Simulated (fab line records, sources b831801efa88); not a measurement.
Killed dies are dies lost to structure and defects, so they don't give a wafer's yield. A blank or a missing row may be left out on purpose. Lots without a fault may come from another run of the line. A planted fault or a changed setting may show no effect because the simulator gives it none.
Which tool did it? | flow sky130 | 9 lots, 27 wafers sampled, at 6 steps of a route of 708

WHAT THE GAUGES READ, wafer by wafer
SKY_CAPM_RS_MEAS_03: measures by four-point-probe. Usual: CAPM_TIN_RS 6.97 ohm/sq, standard deviation 0.087.
lot  | measured     | on            | CAPM_TIN_RS (ohm/sq) | flag
L951 | day 37 20:07 | film_metro-04 | 6.89 6.91 6.90       |
L953 | day 38 15:47 | film_metro-02 | 6.94 6.94 6.92       |
L954 | day 38 23:11 | film_metro-04 | 7.91 8.00 7.92       | OFF
L955 | day 39 00:56 | film_metro-04 | 8.12 8.22 8.06       | OFF
L956 | day 39 04:55 | film_metro-02 | 7.83 8.08 7.96       | OFF
L961 | day 41 00:06 | film_metro-04 | 6.84 6.95 6.96       |
L966 | day 42 10:16 | film_metro-04 | 6.91 6.96 6.93       |
L969 | day 42 23:15 | film_metro-03 | 6.97 7.04 7.13       |
L970 | day 43 08:18 | film_metro-02 | 6.93 6.99 7.02       |

SKY_CAPM_THK_MEAS_04: measures by xrf. Usual: CAPM_TIN_THK 195.2 nm, standard deviation 2.5.
lot  | measured     | on            | CAPM_TIN_THK (nm) | flag
L951 | day 37 20:13 | film_metro-04 | 196.8 196.0 196.9 |
L953 | day 38 15:55 | film_metro-02 | 197.8 196.9 198.5 |
L954 | day 38 23:17 | film_metro-04 | 172.1 169.8 170.9 | OFF
L955 | day 39 01:04 | film_metro-04 | 166.8 165.2 168.1 | OFF
L956 | day 39 05:02 | film_metro-02 | 175.1 169.7 171.4 | OFF
L961 | day 41 00:13 | film_metro-04 | 198.7 196.4 195.7 |
L966 | day 42 10:22 | film_metro-04 | 197.5 194.6 196.1 |
L969 | day 42 23:22 | film_metro-03 | 195.3 193.3 190.5 |
L970 | day 43 08:25 | film_metro-02 | 196.9 193.3 193.4 |

SKY_CAPM_OVL_MEAS_12. Usual: CAPM_OVL 0.0 nm, standard deviation 1.5.
lot  | measured     | on         | CAPM_OVL (nm)  | flag
L951 | day 38 21:58 | overlay-02 | 0.6 0.7 -3.2   |
L953 | day 39 16:36 | overlay-01 | -0.4 0.9 0.3   |
L954 | day 39 23:55 | overlay-02 | 0.2 -0.2 -1.4  |
L955 | day 40 01:31 | overlay-02 | -0.6 -2.8 -2.2 |
L956 | day 40 06:09 | overlay-01 | -2.2 0.1 1.4   |
L961 | day 42 00:09 | overlay-02 | 1.5 0.9 -0.1   |
L966 | day 43 09:01 | overlay-02 | 0.9 1.6 1.4    |
L969 | day 43 22:17 | overlay-02 | -1.8 -1.8 -2.3 |
L970 | day 44 06:41 | overlay-02 | 1.7 -0.9 0.3   |

WHICH TOOL RAN EACH LOT (tool, then ch and the chambers of the sampled wafers, then the start)
lot  | SKY_METAL2_DESCUM_17              | SKY_METAL3_SPUTTER_04        | SKY_CAPM_SPUTTER_02
L951 | rie_metal-01 ch 0,1, day 36 14:22 | pvd_sputter-01, day 37 19:50 | pvd_sputter-03, day 37 19:58
L953 | rie_metal-01 ch 0,1, day 37 10:10 | pvd_sputter-03, day 38 15:33 | pvd_sputter-04, day 38 15:41
L954 | rie_metal-01 ch 0,1, day 37 17:55 | pvd_sputter-04, day 38 22:54 | pvd_sputter-03, day 38 23:02
L955 | rie_metal-03 ch 0,1, day 37 19:46 | pvd_sputter-01, day 39 00:42 | pvd_sputter-03, day 39 00:50
L956 | rie_metal-01 ch 0,1, day 37 23:55 | pvd_sputter-01, day 39 04:41 | pvd_sputter-03, day 39 04:49
L961 | rie_metal-04 ch 0,1, day 39 19:50 | pvd_sputter-04, day 40 23:50 | pvd_sputter-04, day 40 23:59
L966 | rie_metal-01 ch 0,1, day 41 06:55 | pvd_sputter-03, day 42 09:59 | pvd_sputter-03, day 42 10:07
L969 | rie_metal-04 ch 0,1, day 41 21:50 | pvd_sputter-01, day 42 22:59 | pvd_sputter-03, day 42 23:07
L970 | rie_metal-01 ch 0,1, day 42 05:22 | pvd_sputter-04, day 43 08:02 | pvd_sputter-03, day 43 08:10
- SKY_METAL2_DESCUM_17: chemistry O2, time 8 s.
- SKY_METAL3_SPUTTER_04: material TiN, target thk 70 nm, time 58.3 s.
- SKY_CAPM_SPUTTER_02: material TiN, target thk 200 nm, time 166.7 s.

WHAT THE TOOLS THEMSELVES READ (means of the sampled wafers that have a number; where no wafer has one, the mark that the record gives instead)
SKY_METAL2_DESCUM_17. Usual: drypump_motor_current_A 5.8 A, standard deviation 0.31; he_backside_leak_sccm 3.3 sccm, standard deviation 0.31; oes_product_au 1.008 a.u., standard deviation 0.014; rf_fwd_power_W 146.8 W, standard deviation 0.78.
lot  | tool         | drypump_motor_current_A (A) | he_backside_leak_sccm (sccm) | oes_product_au (a.u.) | rf_fwd_power_W (W) | flag
L951 | rie_metal-01 | 5.7                         | 3.1                          | 1.005                 | 147.8              |
L953 | rie_metal-01 | 5.7                         | 3.3                          | 0.998                 | 146.9              |
L954 | rie_metal-01 | 5.8                         | 3.4                          | 1.005                 | 146.8              |
L955 | rie_metal-03 | 5.6                         | 3.3                          | 0.989                 | 147.3              |
L956 | rie_metal-01 | 5.6                         | 3.0                          | 1.008                 | 147.7              |
L961 | rie_metal-04 | 6.0                         | 3.3                          | 1.021                 | 146.3              |
L966 | rie_metal-01 | 5.8                         | 3.2                          | 1.024                 | 146.7              |
L969 | rie_metal-04 | 6.1                         | 3.2                          | 1.011                 | 146.3              |
L970 | rie_metal-01 | 5.6                         | 3.2                          | 1.013                 | 147.2              |

SKY_METAL3_SPUTTER_04. Usual: cathode_dc_power_W 6499.9 W, standard deviation 1.2; throttle_valve_pct 29.6 %, standard deviation 0.8.
lot  | tool           | cathode_dc_power_W (W) | throttle_valve_pct (%) | flag
L951 | pvd_sputter-01 | 6499.3                 | 29.7                   |
L953 | pvd_sputter-03 | 6499.3                 | 30.1                   |
L954 | pvd_sputter-04 | 6501.2                 | 29.3                   |
L955 | pvd_sputter-01 | 6500.1                 | 29.6                   |
L956 | pvd_sputter-01 | 6499.3                 | 29.3                   |
L961 | pvd_sputter-04 | 6499.6                 | 29.7                   |
L966 | pvd_sputter-03 | 6499.9                 | 30.1                   |
L969 | pvd_sputter-01 | 6500.6                 | 30.1                   |
L970 | pvd_sputter-04 | 6500.1                 | 29.9                   |

SKY_CAPM_SPUTTER_02. Usual: cathode_dc_power_W 6500.0 W, standard deviation 1.1; throttle_valve_pct 29.7 %, standard deviation 0.93.
lot  | tool           | cathode_dc_power_W (W) | throttle_valve_pct (%) | flag
L951 | pvd_sputter-03 | 6500.7                 | 29.9                   |
L953 | pvd_sputter-04 | 6499.5                 | 29.7                   |
L954 | pvd_sputter-03 | 5713.0                 | 28.7                   | OFF
L955 | pvd_sputter-03 | 5712.5                 | 29.9                   | OFF
L956 | pvd_sputter-03 | 5713.3                 | 30.0                   | OFF
L961 | pvd_sputter-04 | 6500.6                 | 29.4                   |
L966 | pvd_sputter-03 | 6500.3                 | 29.5                   |
L969 | pvd_sputter-03 | 6499.2                 | 30.2                   |
L970 | pvd_sputter-03 | 6501.3                 | 30.7                   |

THE ANSWER, worked out from the rows above alone
Rule: a lot is off if the mean of its wafers that have a number lies more than 3 standard deviations from the usual mean. A lot without any number at a reading at which 4 lots or more have one is off too. The other lots that the step has rows for count as sound. The gauges are gone through in route order, then the tools' own readings, and for those a lot's mean is taken as printed above. The first step at which some lot is off is used, and at that step the reading that is off furthest; a lot without a number counts as furthest.
Off: L954, L955, L956, at SKY_CAPM_RS_MEAS_03 (CAPM_TIN_RS).
A tool fits if, at a process step before that reading, it ran every lot that is off, and no sound lot after the first of them. The gauges at SKY_CAPM_RS_MEAS_03 aren't tried: what is off there is off at SKY_CAPM_SPUTTER_02 too, on other tools, and a gauge's error can't cause that. None of those tried fits.

WHAT THE SIMULATOR HAD PUT IN
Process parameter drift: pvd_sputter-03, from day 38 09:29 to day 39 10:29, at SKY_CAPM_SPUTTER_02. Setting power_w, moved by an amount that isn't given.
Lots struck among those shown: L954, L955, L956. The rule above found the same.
